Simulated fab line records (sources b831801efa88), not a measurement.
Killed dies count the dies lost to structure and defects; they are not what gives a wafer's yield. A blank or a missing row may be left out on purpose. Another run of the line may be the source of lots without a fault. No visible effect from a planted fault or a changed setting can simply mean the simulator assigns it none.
fab line records | flow sky130
record: lots: 9 wafers: 27 last-day: 50
route steps=708 shown CONTACT@429 METAL1@436 PAD_OPEN@708
lots with no fault: from the same line, run without faults
start-h: hours from the record's first day to the start of the lot's first wafer shown | wait-h: how many hours have passed since the lot's step before this one | " the same as in the row above | L1.1+2: a row that stands for several wafers | - no value present, or no start provided | * or withheld: withheld | < > ~ a bound
route shown NAME@n: a module of which the file shows steps, and the number in the route of the first | usual: average and standard deviation across the fault-free wafers | same: alike in all rows | chamber/n: place in a boat | sites: per-site readings | _std_site: standard deviation of those values | _edge_site: the outer-site mean with the inner-site mean subtracted | radius-mm: for every site, how far away it sits from the centre of the wafer | mask NAME#n: copy n | behind: tool/chamber where the wafer was last shaped | hold: why the lot went on hold/how many hours it stayed there/how the hold came to an end | device: names the non-switching transistor (n, p or np) | end of line: tests of these same wafers at the route's end | a step with no rows: only its recipe | killed: at the first sort, the dies lost to defects and structure; wafer yield is something else | map: per-die view of a wafer (x killed, . not killed, _ where there is no die)
set.NAME: setting as actually run; set.NAME@STEP: the setting as run at that earlier step | model.NAME: the simulator's own value behind a step, which no gauge read
route steps across a sampled set of lots; one table per step, one row per wafer
services: a tool's chamber out of use, with start hour (start-h, from the record's first day; less than 0 if before it), hours out, and reason
== steps ==
step: SKY_CONTACT_SPUTTER_23
recipe: material: TiN target-thk-nm: 20 chamber-pressure-pa: 5 power-w: 4000 time-s: 80
usual: throttle-valve-pct: 29.9/0.95
columns lot.wafer tool chamber start-h wait-h throttle-valve-pct
L440.4 pvd-sputter-02 - 732.35 0.0 29.0
L440.5 " - " " 29.5
L440.6 " - " " 28.2
L441.2 pvd-sputter-04 - 740.52 0.0 29.7
L441.5 " - " " 29.0
L441.6 " - " " 29.7
L444.1 pvd-sputter-02 - 765.14 0.0 29.5
L444.3 " - " " 28.0
L444.5 " - " " 29.4
L447.2 pvd-sputter-03 - 788.40 0.0 31.1
L447.4 " - " " 31.0
L447.6 " - " " 31.1
L450.2 pvd-sputter-03 - 815.21 0.0 28.8
L450.4 " - " " 31.1
L450.5 " - " " 28.9
L456.1 pvd-sputter-04 - 858.55 0.0 29.9
L456.2 " - " " 29.3
L456.3 " - " " 29.8
L459.1 pvd-sputter-02 - 894.30 0.0 29.5
L459.2 " - " " 28.0
L459.5 " - " " 28.9
L461.1 pvd-sputter-03 - 900.62 0.0 29.0
L461.2 " - " " 31.1
L461.4 " - " " 30.9
L462.4 pvd-sputter-03 - 904.54 0.0 28.8
L462.5 " - " " 31.1
L462.6 " - " " 29.8
step: SKY_METAL1_SPUTTER_02
recipe: material: AlCu target-thk-nm: 250 power-w: 10600 time-s: 13.3 chamber-pressure-pa: 0.4
usual: throttle-valve-pct: 29.5/0.83
columns lot.wafer tool chamber start-h wait-h throttle-valve-pct
L440.4 pvd-sputter-02 - 733.05 0.0 29.4
L440.5 " - " " 28.1
L440.6 " - " " 29.7
L441.2 pvd-sputter-04 - 741.22 0.0 28.5
L441.5 " - " " 29.6
L441.6 " - " " 29.4
L444.1 pvd-sputter-01 - 765.84 0.0 29.5
L444.3 " - " " 30.7
L444.5 " - " " 28.6
L447.2 pvd-sputter-01 - 789.10 0.0 30.3
L447.4 " - " " 30.7
L447.6 " - " " 30.1
L450.2 pvd-sputter-02 - 815.91 0.0 28.3
L450.4 " - " " 30.1
L450.5 " - " " 29.1
L456.1 pvd-sputter-02 - 859.25 0.0 29.5
L456.2 " - " " 30.3
L456.3 " - " " 29.1
L459.1 pvd-sputter-01 - 895.11 0.0 28.7
L459.2 " - " " 30.8
L459.5 " - " " 30.3
L461.1 pvd-sputter-04 - 901.31 0.0 29.8
L461.2 " - " " 30.9
L461.4 " - " " 30.0
L462.4 pvd-sputter-01 - 905.24 0.0 28.7
L462.5 " - " " 30.5
L462.6 " - " " 28.8
step: SKY_METAL1_RS_MEAS_05
recipe: thk-meas-gauge: four-point-probe reads: TiN_of_METAL1_SPUTTER_04+Ti_of_METAL1_SPUTTER_03+AlCu_of_METAL1_SPUTTER_02+TiN_of_METAL1_SPUTTER_01+Ti_of_METAL1_SPUTTER_00
usual: METAL1_ALCU_RS: 0.1269/0.0014
columns lot.wafer tool chamber start-h wait-h METAL1_ALCU_RS[ohm/sq]
L440.4 film-metro-03 - 733.20 0.1 0.1270
L440.5 " - " " 0.1292
L440.6 " - " " 0.1258
L441.2 film-metro-02 - 741.33 0.0 0.1270
L441.5 " - " " 0.1275
L441.6 " - " " 0.1289
L444.1 film-metro-03 - 765.93 0.0 0.1255
L444.3 " - " " 0.1273
L444.5 " - " " 0.1279
L447.2 film-metro-04 - 789.21 0.0 0.1266
L447.4 " - " " 0.1263
L447.6 " - " " 0.1265
L450.2 film-metro-02 - 816.03 0.0 0.1294
L450.4 " - " " 0.1279
L450.5 " - " " 0.1270
L456.1 film-metro-02 - 859.34 0.0 0.1319
L456.2 " - " " 0.1281
L456.3 " - " " 0.1259
L459.1 film-metro-04 - 895.21 0.0 0.1294
L459.2 " - " " 0.1269
L459.5 " - " " 0.1280
L461.1 film-metro-04 - 901.41 0.0 0.1271
L461.2 " - " " 0.1263
L461.4 " - " " 0.1274
L462.4 film-metro-04 - 905.39 0.1 0.1266
L462.5 " - " " 0.1244
L462.6 " - " " 0.1261
step: SKY_METAL1_THK_MEAS_06
recipe: thk-meas-gauge: xrf reads: AlCu_of_METAL1_SPUTTER_02
usual: METAL1_ALCU_THK: 253/3.1
columns lot.wafer tool chamber start-h wait-h METAL1_ALCU_THK[nm]
L440.4 film-metro-03 - 733.29 0.1 255
L440.5 " - " " 251
L440.6 " - " " 256
L441.2 film-metro-02 - 741.44 0.1 252
L441.5 " - " " 250
L441.6 " - " " 249
L444.1 film-metro-03 - 766.05 0.1 255
L444.3 " - " " 253
L444.5 " - " " 251
L447.2 film-metro-04 - 789.32 0.1 253
L447.4 " - " " 254
L447.6 " - " " 253
L450.2 film-metro-02 - 816.14 0.1 248
L450.4 " - " " 251
L450.5 " - " " 252
L456.1 film-metro-02 - 859.46 0.1 243
L456.2 " - " " 250
L456.3 " - " " 255
L459.1 film-metro-04 - 895.33 0.1 247
L459.2 " - " " 252
L459.5 " - " " 249
L461.1 film-metro-04 - 901.53 0.1 250
L461.2 " - " " 252
L461.4 " - " " 251
L462.4 film-metro-04 - 905.48 0.1 251
L462.5 " - " " 257
L462.6 " - " " 254
step: SKY_METAL1_CD_MEAS_15
recipe: target-cd-nm: 140
usual: cd-nm: 140.1/1.6
columns lot.wafer tool chamber start-h wait-h cd-nm
L440.4 cd-sem-02 - 760.60 - 137.5
L440.5 " - " " 136.4
L440.6 " - " " 135.8
L441.2 cd-sem-02 - 769.99 - 138.5
L441.5 " - " " 137.6
L441.6 " - " " 139.0
L444.1 cd-sem-01 - 793.22 - 138.7
L444.3 " - " " 138.6
L444.5 " - " " 138.1
L447.2 cd-sem-02 - 816.49 - 140.1
L447.4 " - " " 140.2
L447.6 " - " " 140.7
L450.2 cd-sem-01 - 842.81 - 138.4
L450.4 " - " " 139.7
L450.5 " - " " 138.7
L456.1 cd-sem-01 - 885.49 - 139.8
L456.2 " - " " 140.5
L456.3 " - " " 138.2
L459.1 cd-sem-02 - 920.86 - 142.6
L459.2 " - " " 142.1
L459.5 " - " " 142.3
L461.1 cd-sem-02 - 925.79 - 140.1
L461.2 " - " " 141.3
L461.4 " - " " 139.2
L462.4 cd-sem-02 - 930.00 - 142.2
L462.5 " - " " 140.4
L462.6 " - " " 141.4
step: SKY_METAL1_METAL_ETCH_19
recipe: target-depth-a: 3600 stop-on: SiO2 over-etch-frac: 0.3 time-s: 78 chemistry: Cl2/BCl3 resist-sidewall-deg: 88 pressure-mtorr: 10 icp-w: 900 bias-w: 48.5 Cl2_flow_sccm: 60 bcl3-flow-sccm: 30
usual: chamber-pressure-mTorr: 10.000/0.0089 drypump-motor-current-A: 6.0/0.4 he-backside-leak-sccm: 3.36/0.22 oes-product-au: 0.854/0.0062 throttle-valve-pct: 22.265/0.0086
columns lot.wafer tool chamber start-h wait-h chamber-pressure-mTorr drypump-motor-current-A he-backside-leak-sccm oes-product-au rf-hours-counter-h throttle-valve-pct
L440.4 rie-metal-02 1 760.82 0.1 10.015 6.3 3.45 0.857 - 22.264
L440.5 " 0 " " 9.989 6.2 3.17 0.848 - 22.262
L440.6 " 1 " " 10.010 6.3 3.22 0.850 - 22.264
L441.2 rie-metal-02 1 770.22 0.0 10.005 6.4 3.60 0.860 3 22.271
L441.5 " 0 " " 10.006 6.2 3.10 0.856 - 22.251
L441.6 " 1 " " 10.005 6.4 3.63 0.847 - 22.260
L444.1 rie-metal-03 1 793.47 0.0 9.995 5.0 3.23 0.857 2 22.264
L444.3 " 1 " " 9.989 5.0 3.37 0.857 - 22.280
L444.5 " 1 " " 10.010 5.0 3.23 0.860 - 22.263
L447.2 rie-metal-04 0 816.72 0.0 10.012 6.1 3.41 0.850 10 22.262
L447.4 " 0 " " 9.999 6.1 3.38 0.852 - 22.256
L447.6 " 0 " " 10.003 6.1 3.33 0.859 - 22.266
L450.2 rie-metal-03 0 843.04 0.0 9.998 5.6 3.43 0.840 14 22.264
L450.4 " 1 " " 10.003 5.1 3.20 0.856 - 22.260
L450.5 " 0 " " 9.997 5.7 3.43 0.849 - 22.277
L456.1 rie-metal-02 0 885.74 0.0 9.992 6.2 3.08 0.875 10 22.279
L456.2 " 1 " " 10.000 6.3 3.66 0.844 8 22.255
L456.3 " 0 " " 9.991 6.1 3.09 0.852 - 22.278
L459.1 rie-metal-03 0 921.11 0.0 10.003 5.6 3.58 0.849 16 22.270
L459.2 " 1 " " 9.981 5.0 3.43 0.859 6 22.260
L459.5 " 0 " " 9.990 5.6 3.45 0.852 - 22.266
L461.1 rie-metal-04 0 926.04 0.0 10.001 6.1 3.51 0.851 14 22.256
L461.2 " 1 " " 9.993 6.1 3.21 0.851 11 22.271
L461.4 " 1 " " 9.975 6.1 2.90 0.854 - 22.276
L462.4 rie-metal-02 0 930.22 0.1 10.023 6.2 2.98 0.853 - 22.272
L462.5 " 1 " " 9.999 6.3 3.68 0.855 - 22.280
L462.6 " 0 " " 10.018 6.2 3.11 0.856 - 22.255
step: SKY_METAL1_STRIP_20
recipe: chemistry: O2/N2 power-w: 1400 pressure-mtorr: 1500 platen-temp-c: withheld o2-flow-sccm: 3000 n2-flow-sccm: 300 overash-fraction: 0.5
usual: chamber-pressure-mTorr: 1499.9/1.4 drypump-motor-current-A: 5.9/0.4 o2-flow-sccm: 2999/9 oes-product-au: 0.344/0.0053 strip-time-to-endpoint-s: 2.72/0.046
columns lot.wafer tool chamber start-h wait-h chamber-pressure-mTorr drypump-motor-current-A o2-flow-sccm oes-product-au rf-hours-counter-h strip-time-to-endpoint-s
L440.4 plasma-asher-04 0 760.91 0.1 1498.8 5.3 2990 0.349 - 2.75
L440.5 " 0 " " 1499.5 5.3 3001 0.349 - 2.70
L440.6 " 1 " " 1500.1 6.0 2988 0.351 - 2.77
L441.2 plasma-asher-03 1 770.31 0.1 1498.5 5.9 3004 0.347 98 2.75
L441.5 " 1 " " 1499.2 5.9 2986 0.341 - 2.70
L441.6 " 0 " " 1498.8 5.5 3002 0.341 - 2.76
L444.1 plasma-asher-04 1 793.56 0.1 1501.4 6.0 2979 0.348 36 2.76
L444.3 " 0 " " 1501.0 5.3 2989 0.344 - 2.72
L444.5 " 0 " " 1499.8 5.3 3012 0.335 - 2.71
L447.2 plasma-asher-04 1 816.81 0.1 1498.7 6.0 2993 0.345 39 2.72
L447.4 " 0 " " 1498.0 5.3 2998 0.349 - 2.77
L447.6 " 1 " " 1496.9 6.0 3000 0.331 - 2.75
L450.2 plasma-asher-01 0 843.13 0.1 1498.5 6.2 3019 0.339 72 2.65
L450.4 " 0 " " 1499.2 6.2 3005 0.348 - 2.73
L450.5 " 0 " " 1501.1 6.3 3016 0.342 - 2.71
L456.1 plasma-asher-04 0 885.83 0.1 1501.9 5.3 3004 0.339 46 2.66
L456.2 " 1 " " 1500.4 6.0 3012 0.340 46 2.70
L456.3 " 0 " " 1500.4 5.3 2994 0.343 - 2.64
L459.1 plasma-asher-03 0 921.20 0.1 1500.0 5.5 2988 0.350 113 2.70
L459.2 " 1 " " 1501.4 5.9 2986 0.351 113 2.76
L459.5 " 1 " " 1498.7 5.9 2994 0.338 - 2.66
L461.1 plasma-asher-03 0 926.13 0.1 1498.7 5.5 3004 0.343 114 2.69
L461.2 " 1 " " 1499.7 5.9 2995 0.340 114 2.70
L461.4 " 1 " " 1497.8 5.9 3004 0.341 - 2.74
L462.4 plasma-asher-01 0 930.31 0.1 1499.3 6.3 3003 0.344 - 2.66
L462.5 " 1 " " 1499.6 6.5 3001 0.349 - 2.74
L462.6 " 0 " " 1497.2 6.2 3006 0.341 - 2.66
step: SKY_PAD_OPEN_PROBE_99
usual: defect-limited-yield: 82.5/2 killed_at_M0_to_M3: 42/6.6 killed_at_M4_up: 3.1/1.9 killed-at-contacts: 25/5.7 killed-at-front-end: 16/5 killed-at-other: 0.2/0.38 killed-dies: 86/9.6 killed-open: 47/7.2 killed-short: 39/6.2 sort_bin_3_pad_short: 0.9/0.44 sort_bin_5_function: 10.3/1.5 sort_bin_6_memory: 6.2/1.1 sort-n-pass: 406/9.6 sort-yield-pct: 82.5/2
same: gross-dies: 492 killed-at-back-side: 0 sort_bin_4_leakage[%]: 0 sort_bin_8_speed[%]: 0
columns lot.wafer tool chamber start-h wait-h defect-limited-yield[%] killed_at_M0_to_M3 killed_at_M4_up killed-at-contacts killed-at-front-end killed-at-other killed-dies killed-open killed-short sort_bin_3_pad_short[%] sort_bin_5_function[%] sort_bin_6_memory[%] sort-n-pass sort-yield-pct[%]
L444.1 prober-01 - 1099.93 0.1 82.5 44 4 24 14 0 86 50 36 1.0 9.1 7.3 406 82.5
L444.3 prober-01 - 1100.03 0.2 82.7 33 3 29 20 0 85 38 47 0.2 10.2 6.9 407 82.7
L444.5 prober-01 - 1100.13 0.2 79.7 39 0 40 21 0 100 57 43 1.2 12.6 6.5 392 79.7
killed by level:class
L444.1 VIA1:geometric-particle:open=10 CONTACT:geometric-particle:open=10 METAL1:geometric-particle:short=8 VIA2:geometric-particle:open=7 VIA3:geometric-particle:open=5 FIELD_ISO:geometric-particle:open=4 POLY_GATE:geometric-particle:open=4 LI_CONTACT:geometric-particle:open=4
L444.3 CONTACT:geometric-particle:open=9 CONTACT:geometric-particle:short=7 FIELD_ISO:geometric-particle:short=6 LI_CONTACT:geometric-particle:open=6 FIELD_ISO:geometric-particle:open=5 METAL1:geometric-particle:short=5 VIA2:geometric-particle:open=4 LOCAL_INTERCONNECT:geometric-particle:short=4
L444.5 LI_CONTACT:geometric-particle:open=14 VIA1:geometric-particle:open=12 CONTACT:geometric-particle:open=11 CONTACT:geometric-particle:short=8 POLY_GATE:geometric-particle:short=6 VIA2:geometric-particle:open=6 POLY_GATE:geometric-particle:open=5 VIA3:geometric-particle:short=5
== services ==
columns tool chamber start-h hours kind
plasma-asher-01 - 727.87 5.4 repair
plasma-asher-03 - 728.32 3.5 repair
pvd-sputter-02 - 770.07 2.0 repair
plasma-asher-04 - 778.07 1.8 repair
pvd-sputter-04 - 780.42 2.2 repair
rie-metal-02 - 781.20 1.4 pm
pvd-sputter-04 0 784.19 - consumable-replace:kit
pvd-sputter-04 0 784.19 18.0 scheduled-down
pvd-sputter-04 0 784.19 18.0 vent-cycle
plasma-asher-03 - 789.14 1.6 repair
pvd-sputter-01 - 791.37 15.1 repair
pvd-sputter-01 - 795.19 0.5 repair
pvd-sputter-04 - 814.06 4.8 repair
pvd-sputter-03 - 827.06 14.2 repair
pvd-sputter-01 2 829.80 - consumable-replace:kit
pvd-sputter-01 2 829.80 18.0 scheduled-down
pvd-sputter-03 - 834.33 1.8 repair
pvd-sputter-03 - 844.26 2.0 repair
plasma-asher-04 - 849.97 2.8 pm
pvd-sputter-03 - 852.36 2.8 repair
plasma-asher-01 - 862.99 14.6 pm
pvd-sputter-04 - 888.09 2.7 repair
pvd-sputter-02 - 898.85 0.9 repair
pvd-sputter-03 - 907.52 4.1 repair
== key ==
first-sign: step: SKY_METAL1_RS_MEAS_05 reading: METAL1_ALCU_RS direction: up sigmas: 3.5 usual: 0.1269 struck: 0.1319
effect: step: SKY_METAL1_THK_MEAS_06 reading: METAL1_ALCU_THK direction: down sigmas: 3.1 usual: 253 struck: 243
effect: step: SKY_METAL1_METAL_ETCH_19 reading: oes-product-au direction: up sigmas: 3.4 usual: 0.854 struck: 0.875
met-at SKY_METAL1_SPUTTER_02
struck-lots L456
struck-wafers L456.1
not-acting-at SKY_CONTACT_SPUTTER_23,SKY_METAL1_CD_MEAS_15,SKY_METAL1_STRIP_20
onset-between 733.05 859.25
fault: kind: process-parameter-drift tool: pvd-sputter-02 chamber: - onset-h: 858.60 steps: SKY_METAL1_SPUTTER_02 channel: time-s offset: * shape: step end-h: 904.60 acts-in: * stated: * scope: struck-wafers-only
